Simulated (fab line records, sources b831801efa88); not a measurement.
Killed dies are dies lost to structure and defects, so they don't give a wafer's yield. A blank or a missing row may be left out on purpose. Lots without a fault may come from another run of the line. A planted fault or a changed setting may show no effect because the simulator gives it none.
fab line records | flow sfq_line
record lots=13 wafers=39 last_day=97
route steps=325 shown I2@103 I4@176 JJ@191
lots that met no fault: from a run of the same line without faults
start_h: hours from the record's first day to the start of the lot's first wafer shown | wait_h: hours since the lot's step before | " the same as in the row above | L1.1+2: a row that stands for several wafers | - no value, or no start given | * or withheld: withheld | < > ~ a bound
route shown NAME@n: a module of which the file shows steps, and the number in the route of the first | usual: mean/standard deviation of fault-free wafers | same: alike in all rows | chamber/n: place in a boat | sites: the reading at each site | _std_site: their standard deviation | _edge_site: outer sites' mean less inner sites' | radius_mm: how far each site lies from the wafer's centre | mask NAME#n: copy n | behind: the tool/chamber that last shaped the wafer | hold: why the lot was held/for how many hours/how that ended | device: the transistor (n, p or np) that didn't switch | end of line: the same wafers' tests at the end of the route | a step without rows: its recipe alone | killed: dies lost to structure and defects at the first sort, not the wafer's yield | map: a wafer's dies, x killed, . not, _ none there
set.NAME: the setting as run; set.NAME@STEP: as run at that earlier step | model.NAME: the simulator's own value behind a step, which no gauge read
steps of the route over a sample of lots; a table a step, a row a wafer
services: from which hour (start_h, from the record's first day; less than 0 if before it) a tool's chamber was out of use, for how many hours, and why
## steps
# step SFQ_TRILAYER_I2_DEP_PECVD_063
# recipe material=SiO2 temp_c=150 time_s=111.11 pressure_torr=2.4 rf_w=183.3 precursor=SiH4/N2O target_thk_nm=500
# usual heater_power_w=72/12 run_length_s=139.2/0.54 throttle_valve_pct=24.5/1.5
# columns lot.wafer tool chamber start_h wait_h heater_power_w run_length_s since_wet_clean_h throttle_valve_pct
L362.1 pecvd-04 2 779.36 0.0 69 139.1 571 24.4
L362.2 " 1 " " 87 139.7 571 24.4
L362.5 " 2 " " 72 138.8 - 24.6
L363.1 pecvd-03 1 786.93 0.0 65 138.7 1332 29.0
L363.2 " 0 " " 82 139.7 1332 24.8
L363.5 " 1 " " 68 138.8 - 29.1
L364.1 pecvd-01 2 938.94 0.0 63 138.2 357 26.0
L364.5 " 2 " " 64 138.4 - 25.9
L364.6 " 1 " " 79 139.4 - 24.1
L366.3 pecvd-03 1 970.57 0.0 75 138.7 23 22.8
L366.4 " 0 " " 67 139.2 - 22.2
L366.6 " 1 " " 62 138.6 - 23.0
L370.3 pecvd-03 0 1028.17 0.0 82 139.5 81 21.8
L370.4 " 0 " " 66 140.2 - 21.7
L370.5 " 2 " " 59 138.7 - 23.8
L371.1 pecvd-03 0 1035.37 0.0 70 125.2 88 21.8
L371.2 " 2 " " 63 138.5 88 23.9
L371.3 " 1 " " 72 138.7 88 23.2
L379.3 pecvd-01 1 1123.65 0.0 80 139.4 541 24.3
L379.4 " 2 " " 67 138.2 - 26.7
L379.5 " 1 " " 82 139.8 - 24.2
L380.1 pecvd-03 1 1126.05 0.0 68 139.6 179 23.3
L380.3 " 2 " " 64 138.9 179 24.6
L380.4 " 0 " " 82 140.2 - 21.8
L381.2 pecvd-04 2 1128.45 0.0 67 138.6 920 25.2
L381.5 " 2 " " 72 138.9 - 25.7
L381.6 " 0 " " 100 139.8 - 24.5
L382.3 pecvd-01 2 1130.29 0.0 63 138.3 548 26.6
L382.4 " 2 " " 66 138.9 - 26.6
L382.5 " 1 " " 65 140.0 - 24.4
L383.2 pecvd-01 1 1142.29 0.0 70 139.8 560 24.6
L383.3 " 0 " " 66 139.1 560 26.0
L383.4 " 1 " " 69 139.8 - 24.4
L384.1 pecvd-03 2 1152.68 0.0 55 139.0 205 24.7
L384.5 " 0 " " 74 139.7 - 22.2
L384.6 " 2 " " 57 138.6 - 24.7
L385.1 pecvd-03 1 1159.11 0.0 77 138.9 212 23.0
L385.4 " 2 " " 57 138.8 - 24.5
L385.6 " 1 " " 63 138.9 - 23.0
# step SFQ_TRILAYER_I2_CMP_CMP_064
# recipe material=SiO2 down_force_psi=3 platen_rpm=60 pad_velocity_m_s=0.94248
# usual motor_current_A=10.6/1.2 time_to_endpoint_s=215/7.7
# columns lot.wafer tool chamber start_h wait_h motor_current_A time_to_endpoint_s
L362.2 cmp-01 0 780.99 1.6 10.3 217
L362.1 " 2 781.99 2.6 12.0 225
L362.5 " 0 782.99 3.6 9.8 221
L363.1 cmp-01 3 790.99 4.0 9.7 208
L363.2 " 0 " " 9.9 216
L363.5 " 1 " " 10.7 228
L364.1 cmp-02 3 940.52 1.5 12.8 216
L364.5 " 0 " " 9.1 232
L364.6 " 1 " " 10.2 230
L366.3 cmp-02 2 970.65 0.0 10.2 221
L366.4 " 3 " " 12.4 223
L366.6 " 2 972.65 2.0 10.2 220
L370.4 cmp-02 0 1032.25 4.0 9.1 214
L370.3 " 1 " " 10.5 212
L370.5 " 3 1033.75 5.5 12.7 228
L371.3 cmp-01 0 1035.45 0.0 10.0 204
L371.1 " 2 1036.45 1.0 11.6 151
L371.2 " 3 " " 9.4 202
L379.3 cmp-01 2 1124.24 0.6 12.6 199
L379.4 " 3 " " 9.4 206
L379.5 " 2 1126.24 2.5 12.1 208
L380.4 cmp-02 2 1126.13 0.0 9.8 219
L380.1 " 0 1127.13 1.0 8.8 221
L380.3 " 1 " " 10.5 214
L381.2 cmp-02 1 1130.63 2.1 10.3 211
L381.5 " 2 " " 10.5 218
L381.6 " 3 " " 12.0 218
L382.4 cmp-01 2 1130.87 0.5 12.1 223
L382.3 " 3 " " 9.9 213
L382.5 " 1 1132.37 2.0 10.3 226
L383.3 cmp-02 2 1143.11 0.8 10.5 209
L383.2 " 3 " " 12.2 216
L383.4 " 0 " " 8.7 219
L384.1 cmp-02 3 1155.11 2.4 11.4 211
L384.6 " 2 1156.61 3.9 10.2 215
L384.5 " 3 " " 12.1 210
L385.4 cmp-01 1 1162.23 3.0 10.3 219
L385.1 " 3 1163.23 4.1 9.8 212
L385.6 " 1 1164.23 5.0 10.9 229
# step SFQ_TRILAYER_I4_VIA_STRIP_STRIP_107
# recipe gas=O2 power_w=200 platen_temp_c=40 overash_fraction=0.65 chemistry=O2 pressure_mtorr=50
# usual drypump_motor_current_A=5.9/0.33 oes_product_au=1.001/0.007
# columns lot.wafer tool chamber start_h wait_h drypump_motor_current_A oes_product_au rf_hours_counter_h
L362.1 rie_metal-04 0 1409.76 - 5.5 1.005 78
L362.2 " 1 " " 6.2 1.001 3
L362.5 " 1 " " 6.2 0.991 -
L363.1 rie_metal-04 1 1426.56 - 6.2 1.002 5
L363.2 " 0 " " 5.5 0.997 80
L363.5 " 1 " " 6.2 0.999 -
L364.1 rie_metal-02 1 1433.76 - 6.3 0.998 32
L364.5 " 1 " " 6.3 0.994 -
L364.6 " 0 " " 6.0 1.008 -
L366.3 rie_metal-02 1 1449.66 - 6.3 1.003 -
L366.4 " 0 " " 6.0 0.991 -
L366.6 " 1 " " 6.3 1.007 -
L370.3 rie_metal-04 0 1496.92 - 5.6 1.003 -
L370.4 " 1 " " 6.2 0.995 -
L370.5 " 1 " " 6.2 1.002 -
L371.1 rie_metal-02 0 1500.32 - 6.0 1.001 65
L371.2 " 1 " " 6.3 1.005 42
L371.3 " 0 " " 6.1 0.997 -
L379.3 rie_metal-04 1 1578.97 - 6.2 0.992 -
L379.4 " 0 " " 5.5 0.994 -
L379.5 " 1 " " 6.2 0.988 -
L380.1 rie_metal-01 0 1579.97 - 5.9 0.998 66
L380.3 " 0 " " 5.9 1.003 -
L380.4 " 1 " " 5.4 0.990 -
L381.2 rie_metal-02 1 1581.17 - 6.3 1.001 49
L381.5 " 0 " " 6.1 1.001 -
L381.6 " 1 " " 6.3 0.990 -
L382.3 rie_metal-01 1 1582.57 - 5.4 0.991 -
L382.4 " 0 " " 5.9 1.000 -
L382.5 " 0 " " 5.9 0.997 -
L383.2 rie_metal-02 1 1583.57 - 6.3 1.006 49
L383.3 " 1 " " 6.3 1.002 -
L383.4 " 0 " " 6.0 1.009 -
L384.1 rie_metal-01 0 1584.77 - 5.9 1.008 67
L384.5 " 1 " " 5.4 1.006 -
L384.6 " 0 " " 5.9 1.004 -
L385.1 rie_metal-02 0 1585.97 - 6.1 1.002 75
L385.4 " 1 " " 6.3 0.997 -
L385.6 " 0 " " 6.0 1.018 -
# step SFQ_JJ_OVL_MEAS_931
# usual J5_OVL=1/5.9
# columns lot.wafer tool chamber start_h wait_h J5_OVL[nm]
L362.1 overlay-02 - 1534.93 0.1 1
L362.2 " - " " -3
L362.5 " - " " 0
L363.1 overlay-02 - 1546.93 0.1 -5
L363.2 " - " " -9
L363.5 " - " " -3
L364.1 overlay-02 - 1551.73 0.1 3
L364.5 " - " " -7
L364.6 " - " " 0
L366.3 overlay-02 - 1562.55 0.1 6
L366.4 " - " " 11
L366.6 " - " " 7
L370.3 overlay-02 - 1617.42 0.1 -6
L370.4 " - " " -9
L370.5 " - " " -7
L371.1 overlay-02 - 1623.41 0.1 4
L371.2 " - " " 0
L371.3 " - " " -1
L379.3 overlay-02 - 1700.66 0.1 2
L379.4 " - " " 2
L379.5 " - " " 7
L380.1 overlay-02 - 1704.50 0.1 -7
L380.3 " - " " -3
L380.4 " - " " -9
L381.2 overlay-01 - 1705.45 0.1 -5
L381.5 " - " " 1
L381.6 " - " " 3
L382.3 overlay-01 - 1706.65 0.1 13
L382.4 " - " " 6
L382.5 " - " " 8
L383.2 overlay-01 - 1709.05 0.1 1
L383.3 " - " " -6
L383.4 " - " " 4
L384.1 overlay-01 - 1710.40 0.1 -10
L384.5 " - " " -3
L384.6 " - " " 0
L385.1 overlay-01 - 1711.56 0.1 3
L385.4 " - " " 9
L385.6 " - " " 5
# step SFQ_TRILAYER_JJ_CE_STRIP_STRIP_120
# recipe gas=O2 power_w=200 platen_temp_c=40 overash_fraction=0.65 chemistry=O2 pressure_mtorr=50
# usual drypump_motor_current_A=5.5/0.43 oes_product_au=0.997/0.0076
# columns lot.wafer tool chamber start_h wait_h drypump_motor_current_A oes_product_au rf_hours_counter_h
L362.1 rie_metal-03 0 1536.93 0.0 5.6 1.002 120
L362.2 " 1 " " 4.9 0.998 49
L362.5 " 0 " " 5.6 1.009 -
L363.1 rie_metal-03 1 1549.37 0.0 4.9 0.987 50
L363.2 " 0 " " 5.6 0.986 121
L363.5 " 0 " " 5.5 0.994 -
L364.1 rie_metal-04 1 1553.67 0.0 6.2 1.002 20
L364.5 " 1 " " 6.2 0.992 -
L364.6 " 0 " " 5.5 1.014 -
L366.3 rie_metal-01 1 1564.67 0.2 5.4 1.003 -
L366.4 " 0 " " 5.9 1.008 -
L366.6 " 1 " " 5.4 1.000 -
L370.3 rie_metal-03 0 1619.54 0.2 5.6 1.003 -
L370.4 " 1 " " 4.9 0.979 -
L370.5 " 0 " " 5.6 0.997 -
L371.1 rie_metal-01 1 1625.34 0.0 5.4 1.006 48
L371.2 " 0 " " 5.9 1.005 72
L371.3 " 0 " " 5.9 0.989 -
L379.3 rie_metal-01 1 1702.87 0.2 5.4 0.992 -
L379.4 " 0 " " 5.9 1.001 -
L379.5 " 0 " " 5.9 1.000 -
L380.1 rie_metal-01 0 1706.43 0.0 5.9 0.996 83
L380.3 " 1 " " 5.4 0.987 -
L380.4 " 0 " " 5.9 0.993 -
L381.2 rie_metal-04 0 1707.37 0.0 5.6 1.009 116
L381.5 " 0 " " 5.6 1.008 -
L381.6 " 1 " " 6.2 1.006 -
L382.3 rie_metal-01 1 1708.77 0.2 5.4 0.993 -
L382.4 " 0 " " 5.9 1.001 -
L382.5 " 0 " " 5.9 1.000 -
L383.2 rie_metal-03 1 1710.97 0.0 4.8 0.981 74
L383.3 " 0 " " 5.6 1.002 -
L383.4 " 1 " " 4.8 0.984 -
L384.1 rie_metal-03 0 1712.33 0.0 5.5 0.995 13
L384.5 " 1 " " 4.8 0.992 -
L384.6 " 0 " " 5.5 0.985 -
L385.1 rie_metal-03 1 1713.50 0.0 4.8 0.995 74
L385.4 " 0 " " 5.6 0.999 -
L385.6 " 1 " " 4.8 0.987 -
## services
# columns tool chamber start_h hours kind
cmp-02 - 822.34 0.5 repair
cmp-02 - 831.73 1.7 repair
rie_metal-01 1 865.74 1.3 repair
rie_metal-01 - 894.72 0.1 repair
rie_metal-01 - 906.33 2.8 pm
cmp-02 - 919.97 0.4 repair
pecvd-03 - 933.25 14.0 pm
cmp-02 - 979.40 1.6 repair
cmp-02 - 1000.15 0.8 repair
pecvd-03 - 1014.89 6.0 pm
rie_metal-01 - 1033.21 7.0 repair
pecvd-03 - 1044.78 0.3 repair
rie_metal-01 - 1071.12 0.8 repair
cmp-02 - 1075.39 5.9 pm
cmp-02 - 1091.56 4.0 pm
pecvd-03 - 1113.02 0.7 repair
pecvd-03 - 1129.71 1.3 repair
cmp-02 - 1138.63 1.0 repair
rie_metal-01 1 1138.92 8.7 repair
rie_metal-01 - 1163.17 0.1 repair
rie_metal-01 - 1189.04 1.4 pm
pecvd-03 - 1194.53 5.5 pm
rie_metal-01 - 1464.02 0.3 repair
rie_metal-01 - 1583.79 0.5 repair
## key
first_sign step=SFQ_TRILAYER_I2_DEP_PECVD_063 reading=run_length_s direction=down sigmas=26 usual=* struck=*
effect step=SFQ_TRILAYER_I2_CMP_CMP_064 reading=time_to_endpoint_s direction=down sigmas=8.3 usual=* struck=*
met_at SFQ_TRILAYER_I2_DEP_PECVD_063
struck_lots L371
struck_wafers L371.1
not_acting_at SFQ_TRILAYER_I4_VIA_STRIP_STRIP_107,SFQ_JJ_OVL_MEAS_931,SFQ_TRILAYER_JJ_CE_STRIP_STRIP_120
onset_between 1028.17 1035.37
fault kind=process_parameter_drift tool=pecvd-03 chamber=0 onset_h=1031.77 steps=SFQ_TRILAYER_I2_DEP_PECVD_063 channel=time_s offset=* shape=step end_h=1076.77 acts_in=* stated=*
